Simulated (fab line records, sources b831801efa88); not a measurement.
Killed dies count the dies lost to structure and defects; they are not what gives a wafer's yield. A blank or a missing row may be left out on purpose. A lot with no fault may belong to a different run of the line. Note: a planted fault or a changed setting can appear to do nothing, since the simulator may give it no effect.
fab line records    flow sky130
record lots=6  wafers=18  lastDay=49
route steps=708 shown LDD_N@239 PAD_OPEN@708
lots with no fault: from the same line, run without faults
startH: hours from the record's first day to the start of the lot's first wafer shown    waitH: hours elapsed since this lot's preceding step    " as in the row above    L1.1+2: a row that stands for several wafers    - either no value or no given start    * or withheld: withheld    < > ~ a bound
route shown NAME@n: a module of which the file shows steps, and the number in the route of the first    usual: mean/standard deviation of fault-free wafers    same: alike in all rows    chamber/n: place in a boat    sites: per-site readings    _std_site: the values' standard deviation    _edge_site: outer sites' mean less inner sites'    radiusMm: how far each site lies from the wafer's centre    mask NAME#n: copy n    behind: the most recent tool/chamber to have shaped the wafer    hold: why the lot was held/for how many hours/how that ended    device: transistor that didn't switch, given as n, p or np    end of line: the same wafers' tests at the end of the route    a step given without rows: its recipe and nothing more    killed: count of dies lost to structure and defects at first sort (not the wafer's yield)    map: a wafer's dies, x killed, . not, _ none there
set.NAME: the setting the step ran with; set.NAME@STEP: the setting that earlier step ran with    model.NAME: the simulator's own value behind a step, which no gauge read
a table for each step, a row for each wafer; lots at some steps of the route
services: from which hour (startH, from the record's first day; less than 0 if before it) a tool's chamber was out of use, for how many hours, and why
## steps
# step SKY_LDD_N_COAT_02
# recipe resist=NOVOLAK  spinRpm=3000  resistThkNm=300
# step SKY_LDD_N_SOFTBAKE_03
# recipe tempC=90  timeS=60  resist=NOVOLAK
# step SKY_LDD_N_EXPOSE_04
# recipe maskId=NTM  targetCdNm=840  na=0.6  sourceShape=conventional  sigmaOuter=0.6  doseMj=110
# step SKY_LDD_N_PEB_05
# recipe tempC=withheld  timeS=*  resist=NOVOLAK
# step SKY_LDD_N_DEVELOP_06
# recipe developTimeS=60  devTempC=23
# step SKY_LDD_N_OVL_MEAS_07
# usual LDD_N_OVL=0.8/1.1
lot.wafer  tool        chamber  startH  waitH  LDD_N_OVL[nm]
L971.1     overlay-01  -        436.37  0.1    0.3
L971.5     "           -        "       "      0.0
L971.6     "           -        "       "      1.4
L972.2     overlay-01  -        450.69  0.1    -0.3
L972.4     "           -        "       "      -0.3
L972.6     "           -        "       "      0.3
L981.2     overlay-02  -        511.73  0.1    0.5
L981.4     "           -        "       "      0.2
L981.5     "           -        "       "      1.3
L986.1     overlay-01  -        562.30  0.1    -0.7
L986.3     "           -        "       "      1.2
L986.6     "           -        "       "      1.7
L985.1     overlay-02  -        566.47  0.1    -1.4
L985.2     "           -        "       "      -0.5
L985.4     "           -        "       "      0.6
L988.2     overlay-02  -        573.06  0.1    0.5
L988.3     "           -        "       "      0.9
L988.6     "           -        "       "      2.0
# step SKY_LDD_N_IMPLANT_08
# recipe species=As  energyKev=20  doseCm2=7.5e+13  tiltDeg=withheld  rotationDeg=23
# step SKY_LDD_N_IMPLANT_09
# recipe species=As  energyKev=20  doseCm2=7.5e+13  tiltDeg=withheld  rotationDeg=113
# step SKY_LDD_N_IMPLANT_10
# recipe species=As  energyKev=20  doseCm2=7.5e+13  tiltDeg=withheld  rotationDeg=203
# step SKY_LDD_N_IMPLANT_11
# recipe species=As  energyKev=20  doseCm2=7.5e+13  tiltDeg=withheld  rotationDeg=293
# step SKY_LDD_N_IMPLANT_12
# recipe species=BF2  energyKev=50  doseCm2=5e+12  tiltDeg=30  rotationDeg=0
# step SKY_LDD_N_IMPLANT_13
# recipe species=BF2  energyKev=50  doseCm2=5e+12  tiltDeg=30  rotationDeg=90
# step SKY_LDD_N_IMPLANT_14
# recipe species=BF2  energyKev=50  doseCm2=5e+12  tiltDeg=30  rotationDeg=180
# usual beamEnergyKeV=50.000/0.016
# same implantIonAmu=49
lot.wafer  tool          chamber  startH  waitH  beamEnergyKeV  model.implant.rpNm  model.implant.drpNm
L971.1     implanter-02  0        437.31  0.1    49.961         31.7                18.83
L971.5     "             0        "       "      49.983         31.7                18.83
L971.6     "             0        "       "      49.990         31.7                18.83
L972.2     implanter-01  0        451.64  0.1    50.007         30.99               18.83
L972.4     "             0        "       "      50.000         30.99               18.83
L972.6     "             0        "       "      50.021         30.99               18.83
L981.2     implanter-02  0        512.68  0.1    49.995         32.73               18.83
L981.4     "             0        "       "      50.016         32.73               18.83
L981.5     "             0        "       "      50.000         32.73               18.83
L986.1     implanter-01  0        563.24  0.1    51.843         32.9                19.34
L986.3     "             0        "       "      51.874         32.9                19.34
L986.6     "             0        "       "      51.833         32.9                19.34
L985.1     implanter-01  0        567.41  0.1    51.841         33.97               19.34
L985.2     "             0        "       "      51.852         33.97               19.34
L985.4     "             0        "       "      51.841         33.97               19.34
L988.2     implanter-04  0        574.01  0.1    50.007         32.35               18.83
L988.3     "             0        "       "      49.974         32.35               18.83
L988.6     "             0        "       "      49.997         32.35               18.83
# step SKY_LDD_N_IMPLANT_15
# recipe species=BF2  energyKev=50  doseCm2=5e+12  tiltDeg=30  rotationDeg=270
# step SKY_PAD_OPEN_PROBE_99
# usual killed_at_M0_to_M3=43/7.2  killed_at_M4_up=3.3/2  killedAtContacts=25/5.8  killedAtFrontEnd=15/4.5  killedAtOther=0.3/0.62  killedDies=86/9.4  killedOpen=47/7.1  killedShort=39/6
# same grossDies=492  killedAtBackSide=0
lot.wafer  tool       chamber  startH   waitH  killed_at_M0_to_M3  killed_at_M4_up  killedAtContacts  killedAtFrontEnd  killedAtOther  killedDies  killedOpen  killedShort
L972.2     prober-02  -        1110.06  0.1    45                  3                19                17                0              84          48          36
L972.4     prober-02  -        1110.16  0.2    48                  6                15                23                1              93          53          40
L972.6     prober-02  -        1110.26  0.2    52                  3                13                24                0              92          55          36
L986.1     prober-02  -        1176.13  0.1    50                  1                24                17                0              92          44          48
L986.3     prober-02  -        1176.23  0.2    34                  3                24                9                 1              71          40          31
L986.6     prober-02  -        1176.38  0.2    37                  3                31                21                0              92          49          43
L985.1     prober-01  -        1181.12  0.1    43                  5                28                22                0              98          38          59
L985.2     prober-01  -        1181.17  0.1    43                  1                20                15                0              79          48          30
L985.4     prober-01  -        1181.27  0.2    33                  4                19                14                0              70          37          33
# killed by level:class
L972.2 VIA1:geometricParticle:open=10 POLY_GATE:geometricParticle:short=9 VIA3:geometricParticle:open=9 CONTACT:geometricParticle:open=9 METAL1:geometricParticle:short=6 POLY_GATE:geometricParticle:open=5 VIA2:geometricParticle:open=5 LI_CONTACT:geometricParticle:open=4
L972.4 VIA1:geometricParticle:open=15 POLY_GATE:geometricParticle:open=8 VIA3:geometricParticle:open=7 POLY_GATE:geometricParticle:short=6 METAL2:geometricParticle:short=6 CONTACT:geometricParticle:open=5 VIA1:geometricParticle:short=5 VIA2:geometricParticle:open=4
L972.6 VIA3:geometricParticle:open=15 VIA1:geometricParticle:open=8 VIA2:geometricParticle:open=8 POLY_GATE:geometricParticle:open=6 LI_CONTACT:geometricParticle:open=6 POLY_GATE:geometricParticle:short=5 METAL2:geometricParticle:short=5 METAL3:geometricParticle:short=5
L986.1 VIA1:geometricParticle:open=17 METAL1:geometricParticle:short=8 CONTACT:geometricParticle:open=7 FIELD_ISO:geometricParticle:short=5 LI_CONTACT:geometricParticle:short=5 LI_CONTACT:geometricParticle:open=5 VIA3:geometricParticle:short=5 LOCAL_INTERCONNECT:geometricParticle:short=4
L986.3 CONTACT:geometricParticle:open=8 LI_CONTACT:geometricParticle:open=7 VIA3:geometricParticle:open=7 METAL2:geometricParticle:short=6 FIELD_ISO:geometricParticle:open=5 VIA1:geometricParticle:open=5 CONTACT:geometricParticle:short=5 VIA1:geometricParticle:short=5
L986.6 CONTACT:geometricParticle:open=14 METAL1:geometricParticle:short=7 VIA1:geometricParticle:open=7 VIA3:geometricParticle:open=7 LI_CONTACT:geometricParticle:short=6 POLY_GATE:geometricParticle:open=5 LI_CONTACT:geometricParticle:open=5 FIELD_ISO:geometricParticle:open=4
L985.1 FIELD_ISO:geometricParticle:short=9 CONTACT:geometricParticle:open=9 VIA1:geometricParticle:open=8 METAL1:geometricParticle:short=8 METAL2:geometricParticle:short=7 CONTACT:geometricParticle:short=6 LI_CONTACT:geometricParticle:short=5 LI_CONTACT:geometricParticle:open=5
L985.2 CONTACT:geometricParticle:open=11 VIA1:geometricParticle:open=10 VIA3:geometricParticle:open=6 POLY_GATE:geometricParticle:open=5 METAL1:geometricParticle:short=5 LI_CONTACT:geometricParticle:open=5 VIA1:geometricParticle:short=5 VIA2:geometricParticle:open=5
L985.4 CONTACT:geometricParticle:open=6 LI_CONTACT:geometricParticle:open=5 CONTACT:geometricParticle:short=5 METAL2:geometricParticle:short=5 POLY_GATE:geometricParticle:open=4 VIA2:geometricParticle:open=4 VIA1:geometricParticle:open=4 VIA3:geometricParticle:open=4
## services
tool          chamber  startH  hours  kind
implanter-04  -        456.96  59.3   repair
implanter-01  -        459.86  13.2   pm
implanter-04  -        516.85  31.1   pm
implanter-01  -        527.84  2.5    repair
implanter-04  -        547.93  3.1    pm
## key
firstSign step=SKY_LDD_N_IMPLANT_14  reading=beamEnergyKeV  direction=up  sigmas=99+  usual=*  struck=*
effect none on later readings
modelEffect step=SKY_LDD_N_IMPLANT_14  value=implant.rpNm  without=32.26  struck=33.43
metAt SKY_LDD_N_IMPLANT_14
struckWafers L985.1,L985.2,L985.4,L986.1,L986.3,L986.6
testerLeftOut L985,L986
onsetBetween 451.64 563.24
fault kind=processParameterDrift  tool=implanter-01  chamber=-  onsetH=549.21  steps=SKY_LDD_N_IMPLANT_14  channel=energyKev  offset=*  shape=step  endH=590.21  actsIn=*  stated=*
# testerLeftOut: of these lots the tester's yield and bins aren't shown, on N5 and GAA mostly nor the transistor test; their killed dies are dies lost to structure and defects alone, not to doping, threshold or leakage, so they don't give the yield
